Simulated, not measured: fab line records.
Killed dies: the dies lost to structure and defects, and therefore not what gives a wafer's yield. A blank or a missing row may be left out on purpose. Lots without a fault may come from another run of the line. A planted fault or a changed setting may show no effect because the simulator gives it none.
Which tool was responsible?    flow sky130    11 lots with 33 wafers sampled at 3 steps, on a route of 708 steps

## WHAT THE GAUGES READ, wafer by wafer
SKY_NWELL_TW_MEAS_26.
lot   measured      on             NWELL_2_TW
L160  day 5 13:35   film metro-04  493 494 493
L167  day 7 06:28   film metro-01  542 539 540 538 541 541
L168  day 7 14:59   film metro-04  492 495 493
L169  day 8 00:24   film metro-02  529 529 531
L170  day 8 02:29   film metro-01  544 540 542 539 540 539
L171  day 8 08:02   film metro-01  510 513 509
L172  day 8 12:50   film metro-01  511 512 511
L176  day 9 23:02   film metro-04  489 491 493
L178  day 10 03:59  film metro-01  513 511 512
L179  day 10 12:08  film metro-02  502 503 499
L181  day 10 20:17  film metro-02  500 501 501

SKY_VT_ADJUST_HVTP_OVL_MEAS_08.
lot   measured      on          VT_ADJUST_HVTP_OVL (nm)
L160  day 6 08:58   overlay-02  -0.1 -1.9 -0.7
L167  day 8 03:32   overlay-02  -0.8 -1.0 -0.6
L168  day 8 11:34   overlay-01  -1.1 -2.7 -4.8
L169  day 8 21:50   overlay-02  -0.8 -1.2 -1.9
L170  day 9 00:18   overlay-02  -0.3 0.0 0.3
L171  day 9 05:25   overlay-02  -1.4 0.1 0.3
L172  day 9 10:38   overlay-01  -0.2 -0.5 -1.6
L176  day 10 22:40  overlay-02  0.6 0.1 -0.6
L178  day 11 02:22  overlay-01  -1.9 -3.1 -2.6
L179  day 11 11:34  overlay-02  0.9 1.6 2.1
L181  day 11 20:18  overlay-02  2.0 1.5 0.2

## WHAT TOOL EACH LOT RAN ON (gives the tool, then ch and the chambers of the sampled wafers, and finally the start)
lot   SKY_NWELL_IMPLANT_24
L160  implanter-03 ch 0, day 5 13:21
L167  implanter-03 ch 0, day 7 06:14
L168  implanter-01 ch 0, day 7 14:46
L169  implanter-03 ch 0, day 8 00:10
L170  implanter-03 ch 0, day 8 02:14
L171  implanter-04 ch 0, day 8 07:47
L172  implanter-04 ch 0, day 8 12:37
L176  implanter-01 ch 0, day 9 22:47
L178  implanter-04 ch 0, day 10 03:44
L179  implanter-01 ch 0, day 10 11:53
L181  implanter-03 ch 0, day 10 20:02
- SKY_NWELL_IMPLANT_24

## WHAT THE TOOLS THEMSELVES READ (means of the sampled wafers that have a number; where no wafer has one, the mark that the record gives instead)
SKY_NWELL_IMPLANT_24.
lot   tool          beam on s (s)  dose ions cm2  faraday current uA
L160  implanter-03  10.22          9.2e+12        50.9
L167  implanter-03  9.86           1.1e+13        63.5
L168  implanter-01  10.15          9.2e+12        51.0
L169  implanter-03  10.08          1.1e+13        62.0
L170  implanter-03  9.92           1.1e+13        63.0
L171  implanter-04  9.96           9.2e+12        52.1
L172  implanter-04  9.85           9.2e+12        52.6
L176  implanter-01  10.27          9.2e+12        50.6
L178  implanter-04  9.75           9.2e+12        53.2
L179  implanter-01  9.97           9.2e+12        52.1
L181  implanter-03  9.90           9.2e+12        52.4

## THE ANSWER, worked out from the rows above alone
Rule: the lots themselves supply what counts as usual. The widest of any qualifying gaps counts: lots, ordered by their means at a reading, are off when they make up no more than a third of the lots, leave a main group of 4 or more, and stand apart from it by 3 or more times the standard deviation of that group's means. The tables above print the reading to a certain number of digits; a main group whose means all agree to those digits is not used. A lot without any number at a reading at which 4 lots or more have one is off too. Where the step has rows for the other lots, those lots are counted as sound. Order of review: gauges by route order, followed by the tools' own readings, for which a lot's mean as printed above is used. The first step at which some lot is off is used, and at that step the reading that is off furthest; a lot without a number counts as furthest.
Off, at SKY_NWELL_IMPLANT_24 on faraday current uA: L167, L169, L170. For the main group the mean is 51.9 and the standard deviation 0.87.
A tool fits if, at that step or a process step before it, it ran every lot that is off, and no sound lot after the first of them. Of those tried, none fits.

## WHAT WAS PUT IN BY THE SIMULATOR
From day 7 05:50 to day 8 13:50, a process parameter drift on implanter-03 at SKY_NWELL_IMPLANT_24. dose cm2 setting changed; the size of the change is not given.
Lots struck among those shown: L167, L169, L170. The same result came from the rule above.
